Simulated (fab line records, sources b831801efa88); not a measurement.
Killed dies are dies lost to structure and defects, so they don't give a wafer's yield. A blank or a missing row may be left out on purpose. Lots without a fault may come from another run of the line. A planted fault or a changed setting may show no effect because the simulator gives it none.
fab line records | flow sfq_line
record lots=13 wafers=39 last_day=78
route steps=325 shown M7@285
lots that met no fault: from a run of the same line without faults
start_h: hours from the record's first day to the start of the lot's first wafer shown | wait_h: hours since the lot's step before | " the same as in the row above | L1.1+2: a row that stands for several wafers | - no value, or no start given | * or withheld: withheld | < > ~ a bound
route shown NAME@n: a module of which the file shows steps, and the number in the route of the first | usual: mean/standard deviation of fault-free wafers | same: alike in all rows | chamber/n: place in a boat | sites: the reading at each site | _std_site: their standard deviation | _edge_site: outer sites' mean less inner sites' | radius_mm: how far each site lies from the wafer's centre | mask NAME#n: copy n | behind: the tool/chamber that last shaped the wafer | hold: why the lot was held/for how many hours/how that ended | device: the transistor (n, p or np) that didn't switch | end of line: the same wafers' tests at the end of the route | a step without rows: its recipe alone | killed: dies lost to structure and defects at the first sort, not the wafer's yield | map: a wafer's dies, x killed, . not, _ none there
set.NAME: the setting as run; set.NAME@STEP: as run at that earlier step | model.NAME: the simulator's own value behind a step, which no gauge read
steps of the route over a sample of lots; a table a step, a row a wafer
services: from which hour (start_h, from the record's first day; less than 0 if before it) a tool's chamber was out of use, for how many hours, and why
## steps
# step SFQ_TRILAYER_M7_LITHO_COAT_182
# recipe resist=BARC spin_rpm=3000 resist_thk_nm=62
# usual chill_plate_temp_C=23.02/0.093 resist_line_temp_C=22.99/0.11
# columns lot.wafer tool chamber start_h wait_h chill_plate_temp_C resist_line_temp_C
L691.2 litho_track-01 0 1479.63 0.1 23.02 22.91
L691.3 " 0 " " 23.01 23.00
L691.6 " 0 " " 23.08 22.84
L692.2 litho_track-04 0 1486.83 0.1 23.02 22.98
L692.3 " 0 " " 23.13 22.89
L692.6 " 0 " " 23.05 23.00
L694.3 litho_track-01 0 1510.88 0.1 22.99 23.01
L694.5 " 0 " " 23.00 22.96
L694.6 " 0 " " 23.04 22.86
L695.1 litho_track-02 0 1516.78 0.1 23.11 22.88
L695.3 " 0 " " 23.06 22.97
L695.6 " 0 " " 23.08 23.10
L696.1 litho_track-01 0 1526.38 0.1 22.99 23.10
L696.4 " 0 " " 22.96 23.01
L696.5 " 0 " " 23.07 22.99
L698.2 litho_track-01 0 1548.95 0.1 23.03 23.01
L698.3 " 0 " " 23.17 23.02
L698.4 " 0 " " 23.10 22.86
L699.1 litho_track-01 0 1554.90 0.1 22.97 23.09
L699.2 " 0 " " 22.83 23.06
L699.6 " 0 " " 22.99 22.89
L705.3 litho_track-04 0 1581.73 0.1 23.04 22.76
L705.4 " 0 " " 23.02 22.85
L705.6 " 0 " " 23.09 22.79
L706.1 litho_track-01 0 1584.05 0.1 23.15 22.80
L706.3 " 0 " " 23.26 22.84
L706.6 " 0 " " 23.02 23.08
L709.2 litho_track-04 0 1595.56 0.1 23.05 23.07
L709.4 " 0 " " 23.04 23.06
L709.6 " 0 " " 22.91 22.86
L710.1 litho_track-02 0 1600.31 0.1 22.96 23.02
L710.3 " 0 " " 22.94 23.12
L710.4 " 0 " " 22.88 23.06
L712.3 litho_track-04 0 1605.21 0.1 23.01 22.96
L712.4 " 0 " " 23.14 23.05
L712.6 " 0 " " 22.90 22.94
L713.3 litho_track-04 0 1611.21 0.1 23.10 23.06
L713.4 " 0 " " 23.12 23.17
L713.6 " 0 " " 23.11 23.15
# step SFQ_TRILAYER_M7_BARC_OPEN_METAL_ETCH_229
# recipe mask_material=PR chemistry=O2 target_depth_nm=125 target=BARC icp_w=600 bias_w=80 pressure_mtorr=10 time_s=41.7
# usual bias_w=79.97/0.23 drypump_motor_current_A=5.94/0.29 oes_product_au=0.685/0.0047
# columns lot.wafer tool chamber start_h wait_h bias_w drypump_motor_current_A oes_product_au rf_hours_counter_h
L691.2 rie_metal-04 0 1483.46 0.0 79.96 5.83 0.682 85
L691.3 " 1 " " 80.48 6.08 0.681 -
L691.6 " 0 " " 80.12 5.83 0.678 -
L692.2 rie_metal-04 1 1490.66 0.0 80.26 6.05 0.689 114
L692.3 " 1 " " 79.84 6.06 0.688 -
L692.6 " 1 " " 79.75 6.07 0.687 -
L694.3 rie_metal-03 0 1513.11 0.1 80.10 5.91 0.684 -
L694.5 " 0 " " 79.62 5.90 0.682 -
L694.6 " 0 " " 79.60 5.92 0.682 -
L695.1 rie_metal-02 0 1524.87 0.0 79.92 5.55 0.681 7
L695.3 " 0 " " 79.96 5.58 0.683 -
L695.6 " 1 " " 79.91 5.76 0.694 -
L696.1 rie_metal-04 1 1533.27 0.0 80.16 6.08 0.691 121
L696.4 " 1 " " 79.76 6.07 0.692 -
L696.5 " 0 " " 79.82 5.83 0.684 -
L698.2 rie_metal-02 1 1551.31 0.0 79.56 5.81 0.686 106
L698.3 " 1 " " 79.84 5.78 0.690 -
L698.4 " 0 " " 79.68 5.60 0.688 -
L699.1 rie_metal-04 1 1557.60 0.0 80.04 6.10 0.683 126
L699.2 " 0 " " 79.93 5.79 0.688 98
L699.6 " 0 " " 80.25 5.82 0.688 -
L705.3 rie_metal-04 1 1683.25 0.0 80.50 6.07 0.677 -
L705.4 " 0 " " 79.62 5.85 0.686 -
L705.6 " 1 " " 80.15 6.08 0.690 -
L706.1 rie_metal-03 1 1684.43 0.0 79.77 6.56 0.693 36
L706.3 " 0 " " 80.26 5.89 0.684 -
L706.6 " 0 " " 79.77 5.90 0.735 -
L709.2 rie_metal-04 1 1691.63 0.0 80.00 6.09 0.691 140
L709.4 " 1 " " 80.12 6.08 0.697 -
L709.6 " 0 " " 79.85 5.84 0.689 -
L710.1 rie_metal-03 1 1697.75 0.0 80.24 6.61 0.688 38
L710.3 " 1 " " 80.18 6.59 0.688 -
L710.4 " 0 " " 79.78 5.92 0.688 -
L712.3 rie_metal-02 0 1701.37 0.0 80.28 5.57 0.688 -
L712.4 " 1 " " 79.97 5.78 0.693 -
L712.6 " 0 " " 80.17 5.58 0.682 -
L713.3 rie_metal-02 1 1704.97 0.0 80.12 5.76 0.698 -
L713.4 " 0 " " 80.32 5.57 0.694 -
L713.6 " 1 " " 79.80 5.79 0.699 -
## services
# columns tool chamber start_h hours kind
rie_metal-03 - 1465.20 0.3 repair
rie_metal-02 0 1472.65 - clean
rie_metal-02 0 1472.65 - consumable_replace:focus_ring
rie_metal-02 0 1472.65 13.6 scheduled_down
rie_metal-02 0 1472.65 13.6 vent_cycle
rie_metal-02 - 1520.03 0.5 repair
rie_metal-04 1 1571.61 17.6 repair
rie_metal-02 - 1651.00 14.6 pm
## key
first_sign step=SFQ_TRILAYER_M7_BARC_OPEN_METAL_ETCH_229 reading=oes_product_au direction=up sigmas=11 usual=0.685 struck=0.735
effect none on later readings
met_at SFQ_TRILAYER_M7_LITHO_COAT_182
struck_lots L706
struck_wafers L706.6
onset_between 1554.90 1584.05
fault kind=process_parameter_drift tool=litho_track-01 chamber=- onset_h=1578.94 steps=SFQ_TRILAYER_M7_LITHO_COAT_182 channel=resist_thk_nm offset=8.9737 shape=step end_h=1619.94 scope=struck_wafers_only acts_in=these_recipes_only stated=62
